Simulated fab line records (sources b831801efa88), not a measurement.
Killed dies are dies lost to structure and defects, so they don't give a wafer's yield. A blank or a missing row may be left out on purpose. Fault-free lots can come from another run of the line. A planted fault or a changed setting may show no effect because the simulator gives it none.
Which tool is to blame? | flow sky130 | 18 wafers sampled from 6 lots at 1 step of a route of 708

== WHAT THE GAUGES READ, wafer by wafer ==
SKY_DNWELL_TW_MEAS_09.
lot  | measured    | on            | DNWELL_TW
L282 | day 3 18:52 | film-metro-04 | 1123 1127 1123
L285 | day 4 09:50 | film-metro-04 | 1125 1121 1121
L289 | day 5 04:05 | film-metro-04 | 1122 1114 1122
L294 | day 6 07:29 | film-metro-03 | 1115 1119 1117
L297 | day 6 21:55 | film-metro-03 | 1114 1114 1110
L303 | day 8 07:37 | film-metro-03 | 1120 1118 1126

== WHICH TOOL RAN EACH LOT (tool, then ch and the chambers of the sampled wafers, then the start) ==
The record holds no process step before these readings.

== THE ANSWER, worked out from the rows above alone ==
Rule: the usual values come from the lots themselves. The widest of any qualifying gaps counts: lots, ordered by their means at a reading, are off when they make up no more than a third of the lots, leave a main group of 4 or more, and stand apart from it by 3 or more times the standard deviation of that group's means. A main group is skipped when, at the precision printed for the reading in the tables above, its means are all equal. A lot without any number at a reading at which 4 lots or more have one is off too. Where the step has rows for the other lots, those lots are counted as sound.
Nothing can be told from this: no lot is off at any reading shown.

== WHAT HAD BEEN PUT IN BY THE SIMULATOR ==
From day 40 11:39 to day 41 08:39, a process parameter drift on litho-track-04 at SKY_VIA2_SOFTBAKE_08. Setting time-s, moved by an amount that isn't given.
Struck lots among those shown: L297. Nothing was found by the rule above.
